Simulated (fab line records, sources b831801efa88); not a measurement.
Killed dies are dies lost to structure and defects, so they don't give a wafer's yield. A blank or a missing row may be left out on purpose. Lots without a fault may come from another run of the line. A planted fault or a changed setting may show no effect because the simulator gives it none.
Which tool did it? | flow sky130 | 6 lots, 18 wafers sampled, at 1 step of a route of 708

WHAT THE GAUGES READ, wafer by wafer
SKY_NWELL_THK_MEAS_02.
lot  | measured    | on            | NWELL_OXIDATION_THK (nm)
L399 | day 3 05:08 | film_metro-03 | 10.08 9.83 10.13
L403 | day 3 17:34 | film_metro-04 | 10.17 10.14 10.07
L405 | day 4 01:34 | film_metro-04 | 10.21 10.22 10.21
L409 | day 4 21:17 | film_metro-01 | 9.96 9.88 10.13
L419 | day 6 23:55 | film_metro-01 | 9.96 10.06 9.90
L421 | day 7 19:02 | film_metro-01 | 10.10 10.11 10.06

WHICH TOOL RAN EACH LOT (tool, then ch and the chambers of the sampled wafers, then the start)
The record holds no process step before these readings.

THE ANSWER, worked out from the rows above alone
Rule: what is usual is taken from the lots themselves. Put in order of their means at a reading, lots are off if they are a third of the lots or fewer, leave a main group of 4 or more, and stand apart from it by a gap of 3 or more times the standard deviation of the main group's means; of several such gaps the widest counts. A main group whose means are all the same, to the digits that the tables above print for the reading, isn't used. A lot without any number at a reading at which 4 lots or more have one is off too. The other lots that the step has rows for count as sound.
No lot is off at any reading shown: from this, nothing can be told.

WHAT THE SIMULATOR HAD PUT IN
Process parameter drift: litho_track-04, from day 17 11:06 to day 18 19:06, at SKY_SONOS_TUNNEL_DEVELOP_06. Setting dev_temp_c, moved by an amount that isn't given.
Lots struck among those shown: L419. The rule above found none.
